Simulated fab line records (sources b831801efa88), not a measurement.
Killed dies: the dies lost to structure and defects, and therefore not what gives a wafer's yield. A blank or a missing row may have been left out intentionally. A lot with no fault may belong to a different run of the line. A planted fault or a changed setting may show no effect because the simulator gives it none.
Problem report in the 8D (eight disciplines) form, filled by code + flow sky130 + the parts of the form that need people (team, actions taken, sign-off) are left out

== 1. WHAT IS WRONG ==
Wafers free of any fault read 6.91 ohm/sq (standard deviation 0.067) for CAP2M_TIN_RS at SKY_CAP2M_RS_MEAS_03, against a mean of 6.08 ohm/sq on 6 wafers of 2 lots. Relative to the usual mean, that is a shift of -12 standard deviations.
The step: measures by four-point-probe.
First observed at day 42 08:26: wafer L968.3, on film_metro-03. At this step, 30 wafers from 10 lots have a number in the record. The rule behind "out" and "out of limits": a value lying over 4 standard deviations away from the usual mean. Any other wafer with a number is counted as sound.

== 2. WHAT THIS IS AND IS NOT ==
| question                    | is                           | is not                                                                                            |
|-----------------------------|------------------------------|---------------------------------------------------------------------------------------------------|
| which readings at this step | CAP2M_TIN_RS                 | -                                                                                                 |
| which lots                  | L968, L971                   | L962, L963, L973, L976, L981, L982, L983, L985                                                    |
| which wafers of those lots  | all that have a number       | -                                                                                                 |
| read on which gauges        | film_metro-01, film_metro-03 | film_metro-04                                                                                     |
| when                        | from day 42 08:26            | up to then (6 sound wafers); but 18 sound wafers of L973, L976, L981, L982, L983, L985 came after |

== 3. THE SUSPECTS, EACH WITH WHAT RULES IT OUT ==
Counting: a tool at a process step up to the reading stays a suspect if it ran every lot that is out and no sound lot after the first of them.
- the gauge at SKY_CAP2M_RS_MEAS_03: ruled out. Those wafers that are out were read across 2 gauges (film_metro-01, film_metro-03).
- pvd_sputter-04 at SKY_VIA3_SPUTTER_20 (material TiN, target thk 20 nm, time 80 s): ruled out as a lasting fault. Sound lots L981, L982, L983, L985 ran on it after its first lot that is out, L968 (day 42 07:22).
- pvd_sputter-02 at SKY_METAL4_SPUTTER_00 (material Ti, target thk 15 nm, time 10 s): ruled out as a lasting fault. Sound lots L983 ran on it after its first lot that is out, L968 (day 42 08:02).
- pvd_sputter-01 at SKY_CAP2M_SPUTTER_02 (material TiN, target thk 200 nm, time 166.7 s): kept. Every lot that is out went through it, starting with L968 (day 42 08:17), and after that it ran no sound lot; the last sound lot it ran before then is L962 (day 39 08:05).
After counting, what remains is pvd_sputter-01 at SKY_CAP2M_SPUTTER_02.

== 4. THE CAUSE (what the simulator had put in) ==
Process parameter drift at SKY_CAP2M_SPUTTER_02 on pvd_sputter-01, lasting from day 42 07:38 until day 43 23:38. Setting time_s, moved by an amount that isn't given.
Counting left only this tool.

== 5. SEQUENCE OF EFFECTS, ordered by route ==
Rows list readings where the struck wafers' mean (over those with a number) sits beyond 3 standard deviations from the usual. Readings are gone through only where the record gives a usual standard deviation; hours: the median, over the lots, of the time from a lot's start at the first step in this table giving one to that lot's start at this step; sigmas: the change measured in usual standard deviations.
| hours | step                    | reading            | usual       | on struck wafers | change | sigmas |
|-------|-------------------------|--------------------|-------------|------------------|--------|--------|
| 0     | SKY_CAP2M_RS_MEAS_03    | CAP2M_TIN_RS       | 6.91 ohm/sq | 6.08             | -0.83  | -12    |
| 4     | SKY_CAP2M_THK_MEAS_04   | CAP2M_TIN_THK      | 201.8 nm    | 227.7            | +25.9  | +12    |
| 22    | SKY_CAP2M_METAL_ETCH_13 | oes_product_au     | 0.941 a.u.  | 0.988            | +0.047 | +6.5   |
| 22    | SKY_CAP2M_METAL_ETCH_13 | throttle_valve_pct | 21.903 %    | 21.874           | -0.029 | -3.0   |
Here are the process steps it includes:
- SKY_CAP2M_METAL_ETCH_13: etches TiN in Cl2/BCl3, stops on SiO2, target depth 220 nm, time 62.9 s.

== 6. HOW IT WOULD HAVE BEEN CAUGHT EARLIER ==
In this record the first reading out of limits at a measuring or inspecting step was taken at day 42 08:26, 1 hour after the fault began at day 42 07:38.
No tool reading at SKY_CAP2M_SPUTTER_02 that has a usual standard deviation in the record was out on any struck wafer, so an alarm limit of 4 standard deviations on those readings would not have fired.
L971, from the lots that are out (2), started SKY_CAP2M_SPUTTER_02 on pvd_sputter-01 later than day 42 08:26. Had the tool been put on hold then, it would have been spared.
